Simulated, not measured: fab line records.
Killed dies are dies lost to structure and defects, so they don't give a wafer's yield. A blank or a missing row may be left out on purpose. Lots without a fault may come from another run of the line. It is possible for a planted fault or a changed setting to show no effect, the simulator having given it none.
fab line records | flow sky130
record: lots: 6 wafers: 18 last-day: 50
route steps=708 shown VIA1@461 PAD_OPEN@708
lots untouched by any fault: they come from a run of this same line in which no faults occurred
start-h: hours from the record's first day to the start of the lot's first wafer shown | wait-h: hours from the lot's prior step to this one | " the same as in the row above | L1.1+2: one row covering several wafers at once | - value missing, or start not given | * or withheld: withheld | < > ~ a bound
route shown NAME@n: a module of which the file shows steps, and the number in the route of the first | usual: mean/standard deviation of fault-free wafers | same: alike in all rows | chamber/n: place in a boat | sites: readings site by site | _std_site: their standard deviation | _edge_site: the outer-site mean with the inner-site mean subtracted | radius-mm: how far each site lies from the wafer's centre | mask NAME#n: copy n | behind: tool/chamber where the wafer was last shaped | hold: reason for holding the lot/hours on hold/outcome of the hold | device: which transistor (n, p or np) failed to switch | end of line: tests run on the same wafers once the route is complete | for a step that has no rows: nothing shown but its recipe | killed: dies that structure and defects cost at the first sort, which is not the same as the wafer's yield | map: a wafer's dies, marking killed ones x, the rest . and places with no die _
set.NAME: setting as actually run; set.NAME@STEP: the setting as run at that earlier step | model.NAME: the simulator's own value behind a step, which no gauge read
a table for each step, a row for each wafer; lots at some steps of the route
services: when a tool's chamber went out of use (start-h, in hours from the record's first day, below 0 if earlier), for how many hours, and the reason
== steps ==
step: SKY_VIA1_BOW_MEAS_03
recipe: mode: bow
usual: VIA1_BOW: 78/6.3
columns lot.wafer tool chamber start-h wait-h VIA1_BOW[um]
L570.2 film-metro-03 - 844.38 0.2 77
L570.3 " - " " 84
L570.6 " - " " 91
L571.1 film-metro-02 - 853.94 0.2 87
L571.4 " - " " 81
L571.6 " - " " 68
L578.1 film-metro-01 - 905.86 0.1 88
L578.3 " - " " 78
L578.5 " - " " 94
L580.1 film-metro-01 - 912.14 0.2 71
L580.2 " - " " 85
L580.5 " - " " 77
L581.2 film-metro-03 - 913.89 0.2 71
L581.5 " - " " 68
L581.6 " - " " 72
L584.2 film-metro-01 - 943.33 0.1 81
L584.5 " - " " 69
L584.6 " - " " 82
step: SKY_VIA1_DEHYDRATE_04
recipe: temp-c: 200 time-s: 60
step: SKY_VIA1_HMDS_05
recipe: prime-time-s: 60 prime-temp-c: 120
step: SKY_VIA1_COAT_06
recipe: resist: BARC temp-c: withheld time-s: withheld spin-rpm: 3000 resist-thk-nm: 60
step: SKY_VIA1_COAT_07
recipe: resist: KrF-thick spin-rpm: 3000 resist-thk-nm: 450
step: SKY_VIA1_SOFTBAKE_08
recipe: temp-c: 100 time-s: 90 resist: KrF-thick
step: SKY_VIA1_EXPOSE_09
recipe: mask-id: VIM na: 0.8 source-shape: annular sigma-inner: 0.55 sigma-outer: 0.85 target-cd-nm: 150 dose-mj: 38
step: SKY_VIA1_PEB_10
recipe: peb-temp-c: withheld peb-time-s: withheld resist: KrF-thick
step: SKY_VIA1_DEVELOP_11
recipe: develop-time-s: 60 resist: KrF-thick dev-temp-c: 21
step: SKY_VIA1_CD_MEAS_12
recipe: target-cd-nm: 150
usual: cd-nm: 149.9/1.5
columns lot.wafer tool chamber start-h wait-h cd-nm
L570.2 cd-sem-01 - 870.06 - 150.1
L570.3 " - " " 150.1
L570.6 " - " " 148.9
L571.1 cd-sem-02 - 879.04 - 148.7
L571.4 " - " " 147.9
L571.6 " - " " 151.4
L578.1 cd-sem-02 - 931.25 - 150.5
L578.3 " - " " 150.9
L578.5 " - " " 147.7
L580.1 cd-sem-02 - 936.24 - 147.5
L580.2 " - " " 146.7
L580.5 " - " " 147.7
L581.2 cd-sem-02 - 938.61 - 152.2
L581.5 " - " " 151.5
L581.6 " - " " 150.4
L584.2 cd-sem-02 - 967.86 - 147.8
L584.5 " - " " 150.1
L584.6 " - " " 151.3
step: SKY_VIA1_OVL_MEAS_13
usual: VIA1_OVL: 3/4.6
columns lot.wafer tool chamber start-h wait-h VIA1_OVL[nm]
L570.2 overlay-01 - 870.17 0.1 3
L570.3 " - " " 0
L570.6 " - " " 1
L571.1 overlay-02 - 879.16 0.1 8
L571.4 " - " " 3
L571.6 " - " " 6
L578.1 overlay-02 - 931.37 0.1 2
L578.3 " - " " 4
L578.5 " - " " 3
L580.1 overlay-02 - 936.36 0.1 12
L580.2 " - " " 10
L580.5 " - " " 10
L581.2 overlay-01 - 938.72 0.1 8
L581.5 " - " " 8
L581.6 " - " " 10
L584.2 overlay-01 - 967.97 0.1 7
L584.5 " - " " 6
L584.6 " - " " 12
step: SKY_VIA1_ETCH_14
recipe: chemistry: N2/H2 target: BARC ion-energy-ev: 200 source-w: 500 bias-w: 100 pressure-mtorr: 30 n2-flow-sccm: 100 h2-flow-sccm: 200 stop-on: SiO2 time-s: 45.9 target-depth-a: 600
usual: drypump-motor-current-A: 5.7/0.33 n2-flow-sccm: 99.98/0.27 oes-product-au: 0.855/0.0053 throttle-valve-pct: 13.225/0.0095
columns lot.wafer tool chamber start-h wait-h drypump-motor-current-A n2-flow-sccm oes-product-au rf-hours-counter-h throttle-valve-pct
L570.2 rie-diel-02 2 870.20 0.0 5.3 100.03 0.857 6 13.240
L570.3 " 1 " " 5.8 100.31 0.860 17 13.218
L570.6 " 3 " " 5.5 100.21 0.853 - 13.222
L571.1 rie-diel-02 2 879.20 0.0 5.3 99.59 0.854 7 13.233
L571.4 " 0 " " 5.4 100.09 0.856 20 13.228
L571.6 " 0 " " 5.4 100.42 0.853 - 13.220
L578.1 rie-diel-04 3 931.41 0.0 6.0 99.86 0.861 11 13.240
L578.3 " 1 " " 6.0 100.56 0.855 10 13.248
L578.5 " 3 " " 6.1 99.99 0.857 - 13.241
L580.1 rie-diel-01 3 936.40 0.0 6.1 99.73 0.858 14 13.218
L580.2 " 2 " " 5.8 100.24 0.856 7 13.229
L580.5 " 1 " " 6.1 100.08 0.858 - 13.230
L581.2 rie-diel-04 3 938.75 0.0 6.0 99.57 0.862 11 13.214
L581.5 " 2 " " 5.2 99.76 0.857 - 13.237
L581.6 " 3 " " 6.0 100.16 0.857 - 13.225
L584.2 rie-diel-02 1 968.00 0.0 5.8 100.56 0.852 20 13.236
L584.5 " 1 " " 5.8 100.45 0.854 - 13.236
L584.6 " 2 " " 5.3 99.94 0.852 - 13.223
step: SKY_VIA1_ETCH_15
recipe: target: SiO2 chemistry: C4F8/O2/Ar target-depth-nm: 351 stop-on: TiN mask-material: KrF-thick source-w: 1500 bias-w: 1200 pressure-mtorr: 40 c4f8-flow-sccm: withheld O2_flow_sccm: 6 Ar_flow_sccm: 300 time-s: 54
usual: oes-product-au: 0.981/0.0057
columns lot.wafer tool chamber start-h wait-h oes-product-au rf-hours-counter-h model.KrF-thick_of_VIA1_COAT_07.thk-nm model.VIA1.feature-depth-nm model.TiN_of_METAL1_SPUTTER_04.thk-nm
L570.2 rie-diel-02 2 870.24 0.0 0.990 6 295.5 349.6 65.89
L570.3 " 1 " " 0.984 17 288.9 349.8 65.42
L570.6 " 3 " " 0.992 - 293.3 350.4 65.12
L571.1 rie-diel-02 2 879.24 0.0 0.978 7 294 348.5 66.14
L571.4 " 0 " " 0.991 20 291.2 350 64.45
L571.6 " 0 " " 0.992 - 293 349.7 65.77
L578.1 rie-diel-04 3 931.45 0.0 0.978 11 323.2 345.1 68.93
L578.3 " 1 " " 0.986 10 323.6 346.1 69.2
L578.5 " 3 " " 0.975 - 323.3 344.8 67.99
L580.1 rie-diel-01 3 936.44 0.0 0.992 14 321.6 343.9 69.18
L580.2 " 2 " " 0.988 7 322.4 344.8 70.2
L580.5 " 1 " " 0.984 - 321.4 345.1 70.53
L581.2 rie-diel-04 3 938.79 0.0 0.985 11 325.8 344.6 69.23
L581.5 " 2 " " 0.989 - 321.8 344.6 68.81
L581.6 " 3 " " 0.976 - 323.9 345 69.73
L584.2 rie-diel-02 1 968.04 0.0 0.981 20 317.3 341.7 70.91
L584.5 " 1 " " 0.981 - 318.3 344.2 70.21
L584.6 " 2 " " 0.963 - 324.4 337.7 70.81
step: SKY_VIA1_STRIP_16
recipe: chemistry: O2/N2 power-w: 1400 pressure-mtorr: 1500 platen-temp-c: withheld o2-flow-sccm: 3000 n2-flow-sccm: 300 overash-fraction: 0.5
usual: drypump-motor-current-A: 5.9/0.38 n2-flow-sccm: 299.8/0.91 oes-product-au: 0.416/0.0045 strip-time-to-endpoint-s: 4.453/0.023
columns lot.wafer tool chamber start-h wait-h drypump-motor-current-A n2-flow-sccm oes-product-au rf-hours-counter-h strip-time-to-endpoint-s
L570.2 plasma-asher-03 1 870.29 0.0 5.5 300.1 0.407 76 4.178
L570.3 " 1 " " 5.5 301.0 0.399 - 4.097
L570.6 " 0 " " 5.6 299.3 0.399 - 4.163
L571.1 plasma-asher-02 0 879.29 0.0 6.6 300.2 0.401 44 4.152
L571.4 " 0 " " 6.6 301.6 0.400 - 4.130
L571.6 " 1 " " 6.1 301.4 0.406 - 4.142
L578.1 plasma-asher-02 1 931.50 0.0 6.0 298.3 0.419 49 4.459
L578.3 " 0 " " 6.6 300.4 0.409 - 4.461
L578.5 " 1 " " 6.1 300.0 0.412 - 4.468
L580.1 plasma-asher-02 0 936.49 0.0 6.6 298.3 0.411 49 4.435
L580.2 " 1 " " 6.1 299.8 0.418 49 4.460
L580.5 " 0 " " 6.6 299.2 0.418 - 4.424
L581.2 plasma-asher-02 1 938.84 0.0 6.1 299.8 0.422 50 4.501
L581.5 " 0 " " 6.6 301.1 0.420 - 4.447
L581.6 " 1 " " 6.0 299.9 0.418 - 4.474
L584.2 plasma-asher-02 1 968.09 0.0 6.0 299.4 0.415 53 4.412
L584.5 " 1 " " 6.0 300.0 0.412 - 4.425
L584.6 " 0 " " 6.6 299.2 0.422 - 4.472
step: SKY_VIA1_STRIP_17
recipe: chemistry: post-etch-residue-remover time-s: 1200 temp-c: 72.5
step: SKY_PAD_OPEN_PROBE_99
usual: defect-limited-yield: 82.9/2 killed_at_M0_to_M3: 42/7.6 killed_at_M4_up: 2.9/1.7 killed-at-contacts: 24/5.1 killed-at-front-end: 15/4 killed-at-other: 0.2/0.38 killed-dies: 84/9.9 killed-open: 46/7.2 killed-short: 38/6.6 sort_bin_3_pad_short: 0.9/0.38 sort_bin_5_function: 10.2/1.5 sort_bin_6_memory: 6.0/1 sort-n-pass: 408/9.9 sort-yield-pct: 82.9/2
same: gross-dies: 492 killed-at-back-side: 0 sort_bin_4_leakage[%]: 0 sort_bin_8_speed[%]: 0
columns lot.wafer tool chamber start-h wait-h defect-limited-yield[%] killed_at_M0_to_M3 killed_at_M4_up killed-at-contacts killed-at-front-end killed-at-other killed-dies killed-open killed-short sort_bin_3_pad_short[%] sort_bin_5_function[%] sort_bin_6_memory[%] sort-n-pass sort-yield-pct[%]
L570.2 prober-01 - 1135.87 0.1 86.2 31 2 22 13 0 68 39 29 0.6 8.9 4.3 424 86.2
L570.3 prober-01 - 1135.92 0.2 82.5 55 2 17 12 0 86 44 42 1.0 10.6 5.9 406 82.5
L570.6 prober-01 - 1136.07 0.2 84.3 30 2 28 17 0 77 34 43 1.4 8.7 5.5 415 84.3
L571.1 prober-02 - 1141.91 0.1 81.5 50 5 26 10 0 91 53 38 0.8 10.6 7.1 401 81.5
L571.4 prober-02 - 1142.06 0.2 86.0 40 3 14 12 0 69 30 39 0.2 8.5 5.3 423 86.0
L571.6 prober-02 - 1142.16 0.2 82.9 41 5 24 14 0 84 44 40 0.8 10.0 6.3 408 82.9
L578.1 prober-01 - 1181.30 0.1 85.8 30 5 25 10 0 70 45 25 0.8 8.3 5.1 422 85.8
L578.3 prober-01 - 1181.40 0.2 82.1 44 5 23 16 0 88 51 37 0.6 11.4 5.9 404 82.1
L578.5 prober-01 - 1181.50 0.2 83.5 37 2 26 16 0 81 49 32 1.0 10.2 5.3 411 83.5
L580.1 prober-01 - 1182.80 0.1 81.5 53 2 23 13 0 91 51 40 0.4 10.0 8.1 401 81.5
L580.2 prober-01 - 1182.85 0.1 82.9 43 5 16 20 0 84 45 39 1.0 9.8 6.3 408 82.9
L580.5 prober-01 - 1183.00 0.2 82.1 36 5 29 17 1 88 48 40 0.6 10.0 7.3 404 82.1
L581.2 prober-02 - 1184.60 0.1 80.7 44 4 24 23 0 95 49 46 1.2 10.8 7.3 397 80.7
L581.5 prober-02 - 1184.75 0.2 80.1 54 3 26 15 0 98 52 46 1.0 11.4 7.5 394 80.1
L581.6 prober-02 - 1184.80 0.2 85.2 39 2 18 14 0 73 42 31 0.6 8.9 5.3 419 85.2
L584.2 prober-01 - 1203.91 0.1 82.9 50 0 21 13 0 84 46 38 1.4 8.9 6.7 408 82.9
L584.5 prober-01 - 1204.06 0.2 85.4 33 2 26 11 0 72 40 32 0.8 7.7 6.1 420 85.4
L584.6 prober-01 - 1204.11 0.2 84.6 43 4 17 12 0 76 36 40 0.6 9.1 5.7 416 84.6
killed by level:class
L570.2 CONTACT:geometric-particle:open=8 LI_CONTACT:geometric-particle:open=7 VIA1:geometric-particle:open=6 METAL2:geometric-particle:short=5 VIA2:geometric-particle:open=4 VIA3:geometric-particle:open=4 POLY_GATE:geometric-particle:short=3 POLY_GATE:geometric-particle:open=3
L570.3 VIA3:geometric-particle:open=9 VIA1:geometric-particle:open=9 VIA2:geometric-particle:open=7 LOCAL_INTERCONNECT:geometric-particle:short=5 VIA1:geometric-particle:short=5 CONTACT:geometric-particle:open=5 METAL1:geometric-particle:short=5 METAL2:geometric-particle:short=5
L570.6 CONTACT:geometric-particle:short=10 POLY_GATE:geometric-particle:short=7 LI_CONTACT:geometric-particle:open=7 CONTACT:geometric-particle:open=6 VIA1:geometric-particle:open=5 METAL1:geometric-particle:short=4 VIA1:geometric-particle:short=4 METAL3:geometric-particle:short=4
L571.1 VIA1:geometric-particle:open=16 CONTACT:geometric-particle:open=10 VIA2:geometric-particle:open=9 LI_CONTACT:geometric-particle:open=8 VIA1:geometric-particle:short=5 METAL2:geometric-particle:short=5 FIELD_ISO:geometric-particle:short=4 METAL1:geometric-particle:short=4
L571.4 METAL1:geometric-particle:short=11 POLY_GATE:geometric-particle:short=5 CONTACT:geometric-particle:open=5 VIA2:geometric-particle:open=5 VIA3:geometric-particle:open=5 VIA1:geometric-particle:short=4 VIA1:geometric-particle:open=4 METAL2:geometric-particle:short=4
L571.6 VIA1:geometric-particle:open=11 CONTACT:geometric-particle:open=8 LI_CONTACT:geometric-particle:open=6 POLY_GATE:geometric-particle:short=5 VIA1:geometric-particle:short=5 FIELD_ISO:geometric-particle:open=4 LOCAL_INTERCONNECT:geometric-particle:short=4 CONTACT:geometric-particle:short=4
L578.1 CONTACT:geometric-particle:open=9 VIA3:geometric-particle:open=9 LI_CONTACT:geometric-particle:open=8 VIA1:geometric-particle:open=6 FIELD_ISO:geometric-particle:open=4 CONTACT:geometric-particle:short=4 VIA3:geometric-particle:short=3 POLY_GATE:geometric-particle:short=2
L578.3 VIA1:geometric-particle:open=12 CONTACT:geometric-particle:open=12 METAL1:geometric-particle:short=9 FIELD_ISO:geometric-particle:open=7 VIA3:geometric-particle:open=7 LI_CONTACT:geometric-particle:open=5 METAL4:geometric-particle:short=5 VIA3:geometric-particle:short=4
L578.5 METAL1:geometric-particle:short=9 LI_CONTACT:geometric-particle:open=9 CONTACT:geometric-particle:open=9 VIA1:geometric-particle:open=8 VIA3:geometric-particle:open=6 FIELD_ISO:geometric-particle:open=5 FIELD_ISO:geometric-particle:short=4 POLY_GATE:geometric-particle:open=4
L580.1 VIA1:geometric-particle:open=12 VIA1:geometric-particle:short=10 CONTACT:geometric-particle:open=8 VIA2:geometric-particle:open=7 FIELD_ISO:geometric-particle:open=6 LI_CONTACT:geometric-particle:open=6 CONTACT:geometric-particle:short=5 METAL3:geometric-particle:short=5
L580.2 VIA1:geometric-particle:open=13 VIA3:geometric-particle:open=7 POLY_GATE:geometric-particle:short=6 LI_CONTACT:geometric-particle:open=6 VIA2:geometric-particle:open=6 VIA1:geometric-particle:short=5 FIELD_ISO:geometric-particle:open=4 FIELD_ISO:geometric-particle:short=4
L580.5 CONTACT:geometric-particle:open=10 FIELD_ISO:geometric-particle:open=6 CONTACT:geometric-particle:short=6 VIA1:geometric-particle:open=6 LI_CONTACT:geometric-particle:open=5 METAL1:geometric-particle:short=5 VIA2:geometric-particle:open=5 VIA3:geometric-particle:open=5
L581.2 CONTACT:geometric-particle:open=9 METAL2:geometric-particle:short=9 VIA1:geometric-particle:open=9 FIELD_ISO:geometric-particle:open=6 VIA3:geometric-particle:open=5 METAL1:geometric-particle:short=5 VIA1:geometric-particle:short=5 VIA2:geometric-particle:open=5
L581.5 CONTACT:geometric-particle:open=12 VIA1:geometric-particle:open=10 METAL2:geometric-particle:short=10 VIA2:geometric-particle:open=9 LI_CONTACT:geometric-particle:open=5 VIA1:geometric-particle:short=5 VIA2:geometric-particle:short=5 LI_CONTACT:geometric-particle:short=4
L581.6 VIA1:geometric-particle:open=10 CONTACT:geometric-particle:open=9 VIA2:geometric-particle:open=9 FIELD_ISO:geometric-particle:short=6 METAL1:geometric-particle:short=5 METAL2:geometric-particle:short=4 FIELD_ISO:geometric-particle:open=3 LOCAL_INTERCONNECT:geometric-particle:open=3
L584.2 VIA1:geometric-particle:open=15 METAL1:geometric-particle:short=8 LI_CONTACT:geometric-particle:open=6 METAL2:geometric-particle:short=6 VIA2:geometric-particle:open=6 FIELD_ISO:geometric-particle:open=5 LOCAL_INTERCONNECT:geometric-particle:short=5 VIA3:geometric-particle:open=5
L584.5 VIA1:geometric-particle:open=8 LI_CONTACT:geometric-particle:open=7 CONTACT:geometric-particle:open=7 LOCAL_INTERCONNECT:geometric-particle:short=6 VIA2:geometric-particle:open=5 VIA3:geometric-particle:open=5 POLY_GATE:geometric-particle:open=4 POLY_GATE:geometric-particle:short=4
L584.6 VIA1:geometric-particle:open=10 METAL1:geometric-particle:short=7 LI_CONTACT:geometric-particle:open=6 VIA1:geometric-particle:short=6 VIA2:geometric-particle:short=6 CONTACT:geometric-particle:open=5 LOCAL_INTERCONNECT:geometric-particle:short=4 METAL2:geometric-particle:short=4
== services ==
columns tool chamber start-h hours kind
rie-diel-04 0 853.94 8.6 repair
rie-diel-04 0 865.71 4.8 repair
rie-diel-02 0 866.96 3.0 repair
plasma-asher-02 - 885.60 4.2 repair
plasma-asher-03 - 887.98 2.4 repair
rie-diel-04 0 907.47 - clean
rie-diel-04 0 907.47 28.7 scheduled-down
rie-diel-04 0 907.47 28.7 vent-cycle
rie-diel-04 1 908.39 10.8 repair
rie-diel-01 2 917.06 14.8 repair
rie-diel-04 0 938.29 20.2 repair
== key ==
first-sign: step: SKY_VIA1_STRIP_16 reading: strip-time-to-endpoint-s direction: down sigmas: 13 usual: * struck: *
effect: step: SKY_VIA1_STRIP_16 reading: oes-product-au direction: down sigmas: 3.1 usual: 0.416 struck: 0.402
model-effect: step: SKY_VIA1_ETCH_15 value: KrF-thick_of_VIA1_COAT_07.thk-nm without: 322.3 struck: 292.7
met-at SKY_VIA1_ETCH_15
struck-wafers L570.2,L570.3,L570.6,L571.1,L571.4,L571.6
fault: kind: process-parameter-drift tool: rie-diel-02 chamber: - onset-h: 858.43 steps: SKY_VIA1_ETCH_15 channel: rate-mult offset: 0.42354 shape: step end-h: 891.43
